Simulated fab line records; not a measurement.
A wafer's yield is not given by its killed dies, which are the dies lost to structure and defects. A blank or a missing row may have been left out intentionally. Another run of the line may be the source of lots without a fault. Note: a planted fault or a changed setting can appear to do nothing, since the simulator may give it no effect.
Check of tool commonality ; flow gf180mcu ; 36 wafers sampled across 12 lots

THE REASON FOR OPENING IT
At GF_M3_CD_MEAS_14 the reading cd nm is flagged on 2 of 12 lots. Wafers without a fault read 279.8 nm, standard deviation 1.
Rule: flag the lot when none of its wafers has a number, or when each of its wafers that has one lies beyond 4 standard deviations from that mean. The rest of the lots are taken to be sound.

lot;measured;on;cd nm (nm), wafer by wafer;flag
L801;day 21 08:08;cd sem-02;281.2 280.7 279.9;
L802;day 21 23:04;cd sem-01;280.5 280.0 280.0;
L803;day 22 02:22;cd sem-01;280.5 280.5 279.8;
L806;day 23 03:53;cd sem-02;280.8 282.2 281.7;
L807;day 23 10:16;cd sem-02;280.5 279.8 281.2;
L809;day 24 08:50;cd sem-02;280.1 280.9 280.4;
L811;day 25 03:04;cd sem-02;280.8 280.6 280.3;
L812;day 25 05:52;cd sem-01;279.2 278.9 280.6;
L815;day 26 03:55;cd sem-02;272.3 272.8 272.4;FLAGGED
L822;day 28 03:29;cd sem-01;271.8 274.6 272.0;FLAGGED
L823;day 28 18:11;cd sem-01;281.2 280.6 281.2;
L824;day 28 22:47;cd sem-02;277.3 277.3 276.6;
On average the flagged lots' numbers are 272.6 nm, which is -7.2 nm against the usual, or -7 standard deviations.

WHICH TOOL RAN EACH LOT
The record holds 3 process steps before the reading, out of a route of 602 steps. In each cell: the tool, then ch and the chambers that the sampled wafers went through, then the start.
lot;flag;GF_M2_STRIP_17;GF_V2_CMP_04;GF_M3_PEB_12
L801;;plasma asher-04 ch 0,1, day 19 04:50;cmp-02 ch 0,1,3, day 19 05:59;litho track-03 ch 0, day 21 07:47
L802;;plasma asher-01 ch 0,1, day 19 19:59;cmp-02 ch 0,1, day 19 20:52;litho track-02 ch 0, day 21 22:44
L803;;plasma asher-03 ch 0,1, day 19 23:52;cmp-01 ch 2,3, day 20 00:44;litho track-03 ch 0, day 22 02:01
L806;;plasma asher-04 ch 0,1, day 21 02:20;cmp-02 ch 0,3, day 21 03:12;litho track-03 ch 0, day 23 03:32
L807;;plasma asher-03 ch 0,1, day 21 08:46;cmp-01 ch 1,2,3, day 21 09:36;litho track-04 ch 0, day 23 09:56
L809;;plasma asher-04 ch 0,1, day 22 08:52;cmp-02 ch 0,1,3, day 22 09:44;litho track-03 ch 0, day 24 08:29
L811;;plasma asher-01 ch 0,1, day 23 03:37;cmp-01 ch 0,1,3, day 23 04:50;litho track-02 ch 0, day 25 02:44
L812;;plasma asher-03 ch 0,1, day 23 07:05;cmp-01 ch 0,1, day 23 07:56;litho track-04 ch 0, day 25 05:32
L815;FLAGGED;plasma asher-01 ch 0,1, day 24 05:50;cmp-02 ch 1,2,3, day 24 06:37;litho track-02 ch 0, day 26 03:34
L822;FLAGGED;plasma asher-04 ch 0,1, day 26 07:32;cmp-01 ch 1,2,3, day 26 08:24;litho track-02 ch 0, day 28 03:10
L823;;plasma asher-01 ch 0,1, day 26 23:31;cmp-02 ch 0,1,2, day 27 00:23;litho track-03 ch 0, day 28 17:50
L824;;plasma asher-04 ch 0,1, day 27 03:17;cmp-01 ch 0,1,3, day 27 04:20;litho track-04 ch 0, day 28 22:26
What is done by these steps:
- GF_M2_STRIP_17: strips in O2/N2.
- GF_V2_CMP_04: polishes SiO2.
- GF_M3_PEB_12: peb time 90 s.
- GF_M3_CD_MEAS_14: target cd 280 nm.

FLAGGED OVER TOTAL, TOOL BY TOOL (the gauges that took the reading come last)
step;tool;lots run;flagged;share of the flagged lots;sound lots run after its first flagged lot
GF_M2_STRIP_17;plasma asher-01;4;1;some;1 (L823)
GF_M2_STRIP_17;plasma asher-03;3;0;none;-
GF_M2_STRIP_17;plasma asher-04;5;1;some;1 (L824)
GF_V2_CMP_04;cmp-01;6;1;some;1 (L824)
GF_V2_CMP_04;cmp-02;6;1;some;1 (L823)
GF_M3_PEB_12;litho track-02;4;2;all;0
GF_M3_PEB_12;litho track-03;5;0;none;-
GF_M3_PEB_12;litho track-04;3;0;none;-
GF_M3_CD_MEAS_14;cd sem-01;5;1;some;1 (L823)
GF_M3_CD_MEAS_14;cd sem-02;7;1;some;1 (L824)

WHAT THE TABLE ALLOWS
1 row of the table ran every flagged lot: litho track-02 at GF_M3_PEB_12.
- litho track-02 at GF_M3_PEB_12 ran 4 lots, 2 of them flagged. It ran its last sound lot, L811, at day 25 02:44 and its first flagged lot, L815, at day 26 03:34: a fault with its onset between the two fits. Its own readings lie more than 4 standard deviations out on every wafer of the flagged lots: heater power total W, plate temp C.
One tool is left: litho track-02 at GF_M3_PEB_12.

WHAT THE SIMULATOR HAD PUT IN
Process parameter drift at GF_M3_PEB_12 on litho track-02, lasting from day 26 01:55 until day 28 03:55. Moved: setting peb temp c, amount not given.
Lots struck among those shown: L815, L822. The rule given above showed the same thing.
